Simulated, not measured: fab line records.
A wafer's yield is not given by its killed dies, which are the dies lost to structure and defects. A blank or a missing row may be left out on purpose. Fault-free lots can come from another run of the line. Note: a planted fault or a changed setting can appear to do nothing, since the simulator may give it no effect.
One fault through the eyes of 2 desks ; flow gf180mcu ; every desk sees just its own numbers, and what lay behind them comes last

TOOL OWNER'S DESK, pvd sputter-04
The tool's own readings at GF_V2_SPUTTER_21 (material Ti, target thk 15 nm, time 80.02 s): means of the sampled wafers that have a number, for each lot that ran on this tool. The brackets show how far a lot's mean lies from the usual mean; more than 4 standard deviations puts the lot out of limits, marked OUT.
Columns: A = cathode dc power W at GF_V2_SPUTTER_21, usual 2500.0 W; B = throttle valve pct at GF_V2_SPUTTER_21, usual 30.5 %
lot;first seen here;A;B
L226;day 20 20:40;2500.4;30.7
L230;day 22 13:06;2500.0;31.6
L232;day 23 14:48;2500.4;30.6
L233;day 23 20:04;2500.0;31.2
L235;day 24 17:46;2500.0;31.1
L237;day 25 14:29;2500.4;30.0
L240;day 26 00:19;2500.0;31.2
Result from this desk: across the 7 lots, nothing is out of limits.

AT THE METROLOGY DESK
What the gauges read for every lot (on any tool): the sampled wafers with a number, averaged. The brackets show how far a lot's mean lies from the usual mean; more than 4 standard deviations puts the lot out of limits, marked OUT.
Columns: A = MIM_CVD_05_THK at GF_MIM_THK_MEAS_06, usual 41.9 nm
lot;first seen here;A
L224;day 24 13:00;42.3
L226;day 24 23:45;41.6
L227;day 25 07:58;41.7
L228;day 25 10:11;41.3
L229;day 25 23:51;41.5
L230;day 26 10:43;42.8
L232;day 27 11:04;41.7
L233;day 27 16:08;41.9
L225;day 27 20:52;42.4
L235;day 28 11:09;42.3
L237;day 29 05:20;41.4
L240;day 29 15:13;42.4
L244;day 30 16:32;42.0
Result from this desk: across the 13 lots, nothing is out of limits.

TAKEN TOGETHER
The desk of the tool owner found nothing out of limits.
The metrology desk saw nothing out of limits.

WHAT WAS PUT IN BY THE SIMULATOR
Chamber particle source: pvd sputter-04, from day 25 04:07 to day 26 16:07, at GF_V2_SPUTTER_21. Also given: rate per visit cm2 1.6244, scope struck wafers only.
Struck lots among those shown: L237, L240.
